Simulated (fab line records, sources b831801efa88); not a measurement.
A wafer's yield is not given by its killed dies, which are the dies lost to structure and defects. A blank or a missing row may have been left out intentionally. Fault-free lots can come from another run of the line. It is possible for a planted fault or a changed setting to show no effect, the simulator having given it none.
Chamber matching | flow gf180mcu | GF_V3_CMP_04 on cmp-02 has 4 sister chambers
The step polishes SiO2. 22 wafers are shown with their chamber, then 11 later ones without.

WAFERS WITH THEIR CHAMBER
wafer  | chamber | motor current A (A) | slurry flow ml min | time to endpoint s (s)
L075.2 | 3       | 11.8                | 150.3              | 78
L075.3 | 0       | 10.2                | 150.0              | 71
L075.6 | 3       | 12.4                | 150.0              | 79
L076.1 | 2       | 11.8                | 150.9              | 67
L076.3 | 1       | 10.7                | 150.1              | 68
L076.5 | 3       | 12.1                | 149.8              | 76
L078.2 | 0       | 10.4                | 149.5              | 73
L078.3 | 3       | 12.1                | 150.3              | 75
L078.4 | 1       | 10.8                | 150.3              | 80
L080.1 | 0       | 11.0                | 150.2              | 70
L080.5 | 2       | 12.2                | 150.1              | 72
L080.6 | 1       | 10.7                | 150.2              | 72
L083.1 | 3       | 12.5                | 149.9              | 68
L083.2 | 2       | 11.8                | 150.5              | 68
L083.4 | 1       | 10.5                | 149.8              | 72
L084.1 | 1       | 11.4                | 150.5              | 69
L084.2 | 3       | 12.3                | 150.2              | 70
L084.6 | 3       | 12.6                | 149.5              | 75
L085.4 | 2       | 11.5                | 150.1              | 75
L085.5 | 1       | 11.2                | 149.1              | 78
L085.6 | 0       | 10.5                | 149.2              | 76
L087.1 | 3       | 12.6                | 149.4              | 81

SIGNATURES, as means of the wafers listed above
reading            | chamber 0 | chamber 1 | chamber 2 | chamber 3 | scatter within a chamber
motor current A    | 10.525    | 10.883    | 11.825    | 12.300    | 0.311
slurry flow ml min | 149.725   | 150.000   | 150.400   | 149.925   | 0.418
time to endpoint s | 72.50     | 73.17     | 70.50     | 75.25     | 4.18
Rule: distance of a wafer from a chamber = root of the sum over the readings of ((wafer's reading minus chamber's mean) / reading's scatter) squared. If the next closest chamber is less than 2 further off than the closest, the wafer can't be placed; otherwise it belongs to the closest. The scatter: the root of (the sum of the squares of (reading less its chamber's mean) over the shown wafers, divided by (wafers less chambers)).

WAFERS WITHOUT THEIR CHAMBER
wafer  | motor current A (A) | slurry flow ml min | time to endpoint s (s)
L087.4 | 10.8                | 150.3              | 88
L087.5 | 10.4                | 150.4              | 78
L088.2 | 11.8                | 150.4              | 78
L088.3 | 11.6                | 149.6              | 72
L088.5 | 10.6                | 149.8              | 80
L090.1 | 12.4                | 149.8              | 89
L090.2 | 12.1                | 150.3              | 77
L090.5 | 11.8                | 149.8              | 81
L092.1 | 10.9                | 150.1              | 75
L092.2 | 11.8                | 151.2              | 71
L092.5 | 12.7                | 149.8              | 87

CHAMBER TAKEN BY EACH
wafer  | from the rows above               | in truth
L087.4 | can't be placed: 1 or 0 or 2      | 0
L087.5 | can't be placed: 0 or 1           | 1
L088.2 | can't be placed: 2 or 3 or 1      | 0
L088.3 | can't be placed: 2 or 3 or 1 or 0 | 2
L088.5 | can't be placed: 0 or 1           | 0
L090.1 | can't be placed: 3 or 2           | 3
L090.2 | can't be placed: 3 or 2           | 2
L090.5 | can't be placed: 3 or 2 or 1      | 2
L092.1 | can't be placed: 1 or 0           | 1
L092.2 | can't be placed: 2 or 3           | 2
L092.5 | can't be placed: 3 or 2           | 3
0 of 11 placed correctly. Unplaceable from these rows: 11, with the true chamber sitting among the candidates in 10. Number placed wrongly: 0.
